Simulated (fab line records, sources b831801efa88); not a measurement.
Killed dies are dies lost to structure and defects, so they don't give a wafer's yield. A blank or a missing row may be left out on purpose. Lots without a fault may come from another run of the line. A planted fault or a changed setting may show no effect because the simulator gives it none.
Which tool did it? | flow gf180mcu | 13 lots, 39 wafers sampled, at 1 step of a route of 602

WHAT THE GAUGES READ, wafer by wafer
GF_V4_OVL_MEAS_15. Usual: V4_OVL -3 nm, standard deviation 5.9.
lot  | measured     | on         | V4_OVL (nm) | flag
L835 | day 24 09:29 | overlay-01 | -11 -10 -5  |
L837 | day 25 01:11 | overlay-02 | -9 -8 -1    |
L839 | day 25 20:15 | overlay-02 | -3 -4 -3    |
L840 | day 26 05:38 | overlay-01 | 4 0 3       |
L841 | day 26 10:47 | overlay-01 | -5 -4 -5    |
L846 | day 28 05:29 | overlay-02 | -2 -4 0     |
L848 | day 28 19:33 | overlay-02 | -3 1 -4     |
L849 | day 28 23:35 | overlay-01 | 2 -1 -4     |
L851 | day 29 11:50 | overlay-01 | 5 -4 -2     |
L852 | day 29 20:48 | overlay-02 | -16 -7 -12  |
L853 | day 30 02:38 | overlay-01 | 5 3 -1      |
L855 | day 30 13:03 | overlay-02 | -7 -2 -13   |
L858 | day 31 12:23 | overlay-02 | -10 -3 -9   |

WHICH TOOL RAN EACH LOT (tool, then ch and the chambers of the sampled wafers, then the start)
The record holds no process step before these readings.

WHAT THE TOOLS THEMSELVES READ (means of the sampled wafers that have a number; where no wafer has one, the mark that the record gives instead)
The record holds no such reading with a usual standard deviation.

THE ANSWER, worked out from the rows above alone
Rule: a lot is off if the mean of its wafers that have a number lies more than 3 standard deviations from the usual mean. A lot without any number at a reading at which 4 lots or more have one is off too. The other lots that the step has rows for count as sound. The gauges are gone through in route order, then the tools' own readings, and for those a lot's mean is taken as printed above. The first step at which some lot is off is used, and at that step the reading that is off furthest; a lot without a number counts as furthest.
No lot is off at any reading shown: from this, nothing can be told.

WHAT THE SIMULATOR HAD PUT IN
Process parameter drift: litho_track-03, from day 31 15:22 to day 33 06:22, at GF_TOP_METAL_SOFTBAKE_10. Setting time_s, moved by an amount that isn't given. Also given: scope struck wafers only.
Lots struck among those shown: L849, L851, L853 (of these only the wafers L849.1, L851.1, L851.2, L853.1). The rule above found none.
